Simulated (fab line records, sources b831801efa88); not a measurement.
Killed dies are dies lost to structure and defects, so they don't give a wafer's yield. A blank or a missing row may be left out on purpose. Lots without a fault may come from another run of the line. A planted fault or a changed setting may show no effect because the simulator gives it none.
fab line records | flow sky130
record lots=6 wafers=18 last_day=50
route steps=708 shown CONTACT@417 PAD_OPEN@708
lots that met no fault: from a run of the same line without faults
start_h: hours from the record's first day to the start of the lot's first wafer shown | wait_h: hours since the lot's step before | " the same as in the row above | L1.1+2: a row that stands for several wafers | - no value, or no start given | * or withheld: withheld | < > ~ a bound
route shown NAME@n: a module of which the file shows steps, and the number in the route of the first | usual: mean/standard deviation of fault-free wafers | same: alike in all rows | chamber/n: place in a boat | sites: the reading at each site | _std_site: their standard deviation | _edge_site: outer sites' mean less inner sites' | radius_mm: how far each site lies from the wafer's centre | mask NAME#n: copy n | behind: the tool/chamber that last shaped the wafer | hold: why the lot was held/for how many hours/how that ended | device: the transistor (n, p or np) that didn't switch | end of line: the same wafers' tests at the end of the route | a step without rows: its recipe alone | killed: dies lost to structure and defects at the first sort, not the wafer's yield | map: a wafer's dies, x killed, . not, _ none there
set.NAME: the setting as run; set.NAME@STEP: as run at that earlier step | model.NAME: the simulator's own value behind a step, which no gauge read
lots at some steps of the route; a table a step, a row a wafer
services: from which hour (start_h, from the record's first day; less than 0 if before it) a tool's chamber was out of use, for how many hours, and why
## steps
# step SKY_CONTACT_EXPOSE_11
# recipe mask_id=CTM1 na=0.8 source_shape=annular sigma_inner=0.55 sigma_outer=0.85 target_cd_nm=170 dose_mj=38
# step SKY_CONTACT_PEB_12
# recipe peb_temp_c=withheld peb_time_s=withheld resist=KrF-thick
# step SKY_CONTACT_DEVELOP_13
# recipe develop_time_s=60 resist=KrF-thick dev_temp_c=21
# step SKY_CONTACT_CD_MEAS_14
# recipe target_cd_nm=170
# usual cd_nm=170.0/1.6
# columns lot.wafer tool chamber start_h wait_h cd_nm
L440.2 cd_sem-01 - 749.61 - 172.7
L440.4 " - " " 173.0
L440.6 " - " " 172.9
L444.1 cd_sem-02 - 776.52 - 169.8
L444.2 " - " " 170.2
L444.6 " - " " 171.1
L446.1 cd_sem-02 - 796.84 - 169.3
L446.3 " - " " 169.9
L446.4 " - " " 169.2
L450.3 cd_sem-01 - 817.98 - 172.6
L450.4 " - " " 173.3
L450.5 " - " " 173.4
L459.3 cd_sem-01 - 886.68 - 169.1
L459.4 " - " " 170.7
L459.6 " - " " 170.8
L462.2 cd_sem-02 - 905.29 - 171.0
L462.4 " - " " 170.6
L462.6 " - " " 172.5
# step SKY_CONTACT_OVL_MEAS_15
# usual CONTACT_OVL=-4/4.8
# columns lot.wafer tool chamber start_h wait_h CONTACT_OVL[nm]
L440.2 overlay-01 - 749.71 0.1 1
L440.4 " - " " 8
L440.6 " - " " -1
L444.1 overlay-01 - 776.64 0.1 4
L444.2 " - " " -5
L444.6 " - " " -1
L446.1 overlay-02 - 796.96 0.1 -1
L446.3 " - " " -5
L446.4 " - " " -5
L450.3 overlay-01 - 818.07 0.1 -7
L450.4 " - " " -8
L450.5 " - " " -5
L459.3 overlay-02 - 886.77 0.1 -3
L459.4 " - " " -2
L459.6 " - " " -6
L462.2 overlay-01 - 905.40 0.1 -12
L462.4 " - " " -11
L462.6 " - " " -14
# step SKY_CONTACT_ETCH_16
# recipe chemistry=N2/H2 target=BARC ion_energy_ev=200 source_w=500 bias_w=100 pressure_mtorr=30 n2_flow_sccm=100 h2_flow_sccm=200 stop_on=SiO2 time_s=45.9 target_depth_a=600
# usual bias_w=100.0/0.31 drypump_motor_current_A=5.6/0.41 oes_product_au=0.855/0.005 throttle_valve_pct=13.225/0.0084
# columns lot.wafer tool chamber start_h wait_h bias_w drypump_motor_current_A oes_product_au rf_hours_counter_h throttle_valve_pct
L440.2 rie_diel-02 0 749.74 0.0 100.2 6.5 0.858 27 13.232
L440.4 " 3 " " 99.9 5.6 0.856 27 13.229
L440.6 " 1 " " 99.6 5.4 0.858 - 13.231
L444.1 rie_diel-02 2 776.68 0.0 100.0 5.8 0.859 13 13.225
L444.2 " 3 " " 100.2 5.7 0.859 28 13.211
L444.6 " 0 " " 100.2 6.5 0.863 - 13.227
L446.1 rie_diel-01 0 796.99 0.0 100.3 5.0 0.845 14 13.216
L446.3 " 2 " " 100.1 5.8 0.857 3 13.212
L446.4 " 1 " " 99.5 5.2 0.862 20 13.219
L450.3 rie_diel-04 0 818.12 0.0 100.5 5.9 0.853 - 13.220
L450.4 " 2 " " 100.2 5.6 0.856 - 13.231
L450.5 " 2 " " 100.5 5.6 0.853 - 13.234
L459.3 rie_diel-04 2 886.79 0.0 100.3 5.7 0.857 11 13.240
L459.4 " 0 " " 100.0 5.9 0.857 15 13.207
L459.6 " 1 " " 99.9 5.9 0.856 - 13.228
L462.2 rie_diel-02 3 905.43 0.0 100.5 5.6 0.860 1 13.236
L462.4 " 1 " " 99.8 5.4 0.859 17 13.227
L462.6 " 0 " " 99.9 6.5 0.848 - 13.223
# step SKY_CONTACT_ETCH_17
# recipe target=SiO2 chemistry=C4F8/O2/Ar stop_on=Si3N4 mask_material=KrF-thick source_w=1500 bias_w=1200 pressure_mtorr=40 c4f8_flow_sccm=withheld O2_flow_sccm=6 Ar_flow_sccm=300 time_s=withheld target_depth_a=3400
# usual bias_w=1200/3.5 oes_product_au=0.891/0.0049
# columns lot.wafer tool chamber start_h wait_h bias_w oes_product_au
L440.2 rie_diel-02 0 749.79 0.0 1201 0.892
L440.4 " 3 " " 1202 0.889
L440.6 " 1 " " 1202 0.892
L444.1 rie_diel-02 2 776.72 0.0 1201 0.887
L444.2 " 3 " " 1197 0.903
L444.6 " 0 " " 1199 0.896
L446.1 rie_diel-01 0 797.04 0.0 1196 0.891
L446.3 " 2 " " 1207 0.889
L446.4 " 1 " " 1200 0.894
L450.3 rie_diel-04 0 818.18 0.0 1205 0.891
L450.4 " 2 " " 1199 0.898
L450.5 " 2 " " 1194 0.897
L459.3 rie_diel-04 2 886.84 0.0 1197 0.887
L459.4 " 0 " " 1196 0.898
L459.6 " 1 " " 1201 0.888
L462.2 rie_diel-02 3 905.47 0.0 1202 0.883
L462.4 " 1 " " 1198 0.882
L462.6 " 0 " " 1202 0.889
# step SKY_CONTACT_ETCH_18
# recipe target=Si3N4 chemistry=CHF3/O2 stop_on=TiN source_w=600 bias_w=200 pressure_mtorr=40 chf3_flow_sccm=50 O2_flow_sccm=5 time_s=39 target_depth_a=750
# usual bias_w=200.0/0.57 drypump_motor_current_A=5.6/0.41 oes_product_au=0.855/0.0086 throttle_valve_pct=8.794/0.0097
# columns lot.wafer tool chamber start_h wait_h bias_w drypump_motor_current_A oes_product_au rf_hours_counter_h throttle_valve_pct
L440.2 rie_diel-02 0 - - 199.8 6.5 0.856 27 8.793
L440.4 " 3 " " 200.3 5.6 0.855 27 8.799
L440.6 " 1 " " 198.8 5.4 0.855 - 8.786
L444.1 rie_diel-02 2 - - 200.1 5.8 0.854 13 8.801
L444.2 " 3 " " 200.9 5.7 0.852 28 8.790
L444.6 " 0 " " 200.2 6.5 0.873 - 8.806
L446.1 rie_diel-01 0 - - 200.2 4.9 0.854 14 8.791
L446.3 " 2 " " 200.5 5.7 0.848 3 8.803
L446.4 " 1 " " 198.3 5.2 0.862 20 8.804
L450.3 rie_diel-04 0 - - 200.7 5.9 0.858 - 8.794
L450.4 " 2 " " 200.0 5.6 0.853 - 8.794
L450.5 " 2 " " 199.8 5.6 0.862 - 8.798
L459.3 rie_diel-04 2 - - 199.8 5.6 0.851 11 8.787
L459.4 " 0 " " 199.7 5.9 0.855 16 8.802
L459.6 " 1 " " 200.6 5.9 0.863 - 8.786
L462.2 rie_diel-02 3 - - 199.3 5.7 0.841 1 8.786
L462.4 " 1 " " 200.2 5.4 0.856 17 8.785
L462.6 " 0 " " 200.4 6.5 0.858 - 8.810
# step SKY_CONTACT_STRIP_19
# recipe chemistry=O2/N2 power_w=1400 pressure_mtorr=1500 platen_temp_c=withheld o2_flow_sccm=3000 n2_flow_sccm=300 overash_fraction=0.5
# usual drypump_motor_current_A=5.73/0.24 oes_product_au=0.381/0.0046 strip_time_to_endpoint_s=3.616/0.026
# columns lot.wafer tool chamber start_h wait_h drypump_motor_current_A oes_product_au rf_hours_counter_h strip_time_to_endpoint_s
L440.2 plasma_asher-01 1 749.88 - 6.02 0.386 33 3.597
L440.4 " 0 " " 5.44 0.385 - 3.624
L440.6 " 1 " " 6.01 0.379 - 3.608
L444.1 plasma_asher-01 1 776.81 - 6.00 0.386 36 3.613
L444.2 " 0 " " 5.44 0.377 36 3.602
L444.6 " 1 " " 6.00 0.377 - 3.591
L446.1 plasma_asher-01 1 797.13 - 6.00 0.378 37 3.638
L446.3 " 0 " " 5.42 0.378 - 3.603
L446.4 " 1 " " 6.00 0.368 - 3.621
L450.3 plasma_asher-01 0 818.33 - 5.45 0.380 - 3.626
L450.4 " 1 " " 5.99 0.383 - 3.632
L450.5 " 0 " " 5.44 0.381 - 3.628
L459.3 plasma_asher-01 1 886.96 - 6.00 0.388 - 3.651
L459.4 " 0 " " 5.43 0.387 - 3.648
L459.6 " 0 " " 5.44 0.376 - 3.618
L462.2 plasma_asher-01 0 905.56 - 5.42 0.381 48 3.590
L462.4 " 1 " " 6.01 0.385 - 3.618
L462.6 " 1 " " 6.03 0.383 - 3.591
# step SKY_CONTACT_STRIP_20
# recipe chemistry=post_etch_residue_remover time_s=1200 temp_c=72.5
# step SKY_CONTACT_CLEAN_21
# recipe chemistry=IPA time_s=180 temp_c=25
# step SKY_CONTACT_CLEAN_22
# recipe chemistry=O3/DIW dry=n2_spin
# step SKY_CONTACT_SPUTTER_23
# recipe material=TiN target_thk_nm=20 chamber_pressure_pa=5 power_w=4000 time_s=80
# usual throttle_valve_pct=29.5/0.74
# columns lot.wafer tool chamber start_h wait_h throttle_valve_pct model.TiN_of_CONTACT_SPUTTER_23.thk_nm
L440.2 pvd_sputter-01 - 750.51 0.0 30.0 19.58
L440.4 " - " " 29.1 19.93
L440.6 " - " " 28.9 20.11
L444.1 pvd_sputter-04 - 777.41 0.0 27.9 20.12
L444.2 " - " " 30.5 20.03
L444.6 " - " " 27.8 20.14
L446.1 pvd_sputter-01 - 798.12 0.0 30.0 19.7
L446.3 " - " " 29.2 19.77
L446.4 " - " " 29.1 20.16
L450.3 pvd_sputter-01 - 818.92 0.0 29.9 19.36
L450.4 " - " " 30.2 19.54
L450.5 " - " " 29.0 19.97
L459.3 pvd_sputter-01 - 887.52 0.0 29.7 19.36
L459.4 " - " " 29.0 22.33
L459.6 " - " " 29.9 19.83
L462.2 pvd_sputter-01 - 906.17 0.0 29.9 19.43
L462.4 " - " " 29.1 19.62
L462.6 " - " " 29.1 22.38
# step SKY_CONTACT_CVD_24
# recipe material=W target_thk_nm=340 time_s=102.12 temp_c=400 pressure_torr=40
# usual heater_power_w=856/88 susceptor_temp_C=400.03/0.22
# columns lot.wafer tool chamber start_h wait_h heater_power_w susceptor_temp_C
L440.2 cvd_w-02 1 750.57 0.0 960 399.78
L440.4 " 1 " " 960 399.87
L440.6 " 1 " " 976 399.79
L444.1 cvd_w-02 1 777.47 0.0 948 400.06
L444.2 " 0 " " 746 399.93
L444.6 " 0 " " 747 400.27
L446.1 cvd_w-01 1 798.19 0.0 888 399.79
L446.3 " 1 " " 870 399.86
L446.4 " 0 " " 806 400.15
L450.3 cvd_w-01 1 819.01 0.1 863 400.48
L450.4 " 0 " " 793 399.82
L450.5 " 1 " " 892 400.24
L459.3 cvd_w-01 0 887.62 0.1 838 400.41
L459.4 " 1 " " 899 399.55
L459.6 " 0 " " 820 400.21
L462.2 cvd_w-02 0 906.23 0.0 748 400.02
L462.4 " 0 " " 760 400.36
L462.6 " 0 " " 755 399.90
# step SKY_PAD_OPEN_PROBE_99
# usual killed_at_M0_to_M3=44/7 killed_at_M4_up=3.1/1.8 killed_at_contacts=25/5.1 killed_at_front_end=15/4.3 killed_at_other=0.3/0.61 killed_dies=87/9.8 killed_open=48/7 killed_short=38/6.3
# same gross_dies=492 killed_at_back_side=0
# columns lot.wafer tool chamber start_h wait_h killed_at_M0_to_M3 killed_at_M4_up killed_at_contacts killed_at_front_end killed_at_other killed_dies killed_open killed_short
L444.1 prober-01 - 1105.61 0.1 36 1 21 19 0 77 38 38
L444.2 prober-01 - 1105.66 0.1 22 2 28 18 0 70 41 28
L444.6 prober-01 - 1105.86 0.2 45 3 29 9 0 86 45 40
# killed by level:class
L444.1 VIA3:geometric_particle:open=8 VIA3:geometric_particle:short=7 CONTACT:geometric_particle:open=7 VIA1:geometric_particle:open=7 FIELD_ISO:geometric_particle:short=5 LI_CONTACT:geometric_particle:open=5 CONTACT:geometric_particle:short=5 LOCAL_INTERCONNECT:geometric_particle:short=4
L444.2 CONTACT:geometric_particle:open=10 FIELD_ISO:geometric_particle:short=7 LI_CONTACT:geometric_particle:open=7 LOCAL_INTERCONNECT:geometric_particle:short=6 FIELD_ISO:geometric_particle:open=4 CONTACT:geometric_particle:short=4 VIA1:geometric_particle:open=4 VIA3:geometric_particle:open=4
L444.6 LI_CONTACT:geometric_particle:open=11 CONTACT:geometric_particle:open=8 METAL2:geometric_particle:short=8 VIA3:geometric_particle:open=7 CONTACT:geometric_particle:short=6 METAL1:geometric_particle:short=6 VIA1:geometric_particle:open=6 VIA2:geometric_particle:open=5
## services
# columns tool chamber start_h hours kind
pvd_sputter-01 - 726.07 4.4 repair
pvd_sputter-01 - 729.41 4.2 repair
rie_diel-01 2 748.56 4.4 repair
rie_diel-02 2 780.93 19.0 repair
pvd_sputter-01 - 789.20 3.5 repair
rie_diel-04 3 796.55 - clean
rie_diel-04 3 796.55 21.8 scheduled_down
rie_diel-04 3 796.55 21.8 vent_cycle
rie_diel-04 1 804.57 18.5 repair
cvd_w-01 - 826.28 0.9 repair
pvd_sputter-01 - 833.08 3.0 repair
rie_diel-01 2 834.00 8.0 repair
rie_diel-02 0 853.73 - clean
rie_diel-02 0 853.73 15.1 scheduled_down
rie_diel-02 0 853.73 15.1 vent_cycle
cvd_w-01 - 855.60 6.9 pm
rie_diel-02 3 868.87 - clean
rie_diel-02 3 868.87 18.1 scheduled_down
rie_diel-02 3 868.87 18.1 vent_cycle
rie_diel-04 2 876.31 1.4 repair
rie_diel-01 - 886.64 1.4 repair
rie_diel-02 2 896.12 3.5 repair
pvd_sputter-04 - 900.39 18.2 repair
cvd_w-01 - 904.00 14.0 pm
## key
first_sign none at tools or gauges
model_effect step=SKY_CONTACT_SPUTTER_23 value=TiN_of_CONTACT_SPUTTER_23.thk_nm without=19.85 struck=22.36
met_at SKY_CONTACT_SPUTTER_23
struck_wafers L459.4,L462.6
tester_left_out L459,L462
onset_between 818.92 887.52
fault kind=process_parameter_drift tool=pvd_sputter-01 chamber=- onset_h=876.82 steps=SKY_CONTACT_SPUTTER_23 channel=time_s offset=* shape=step end_h=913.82 acts_in=* stated=* scope=struck_wafers_only
# tester_left_out: of these lots the tester's yield and bins aren't shown, on N5 and GAA mostly nor the transistor test; their killed dies are dies lost to structure and defects alone, not to doping, threshold or leakage, so they don't give the yield
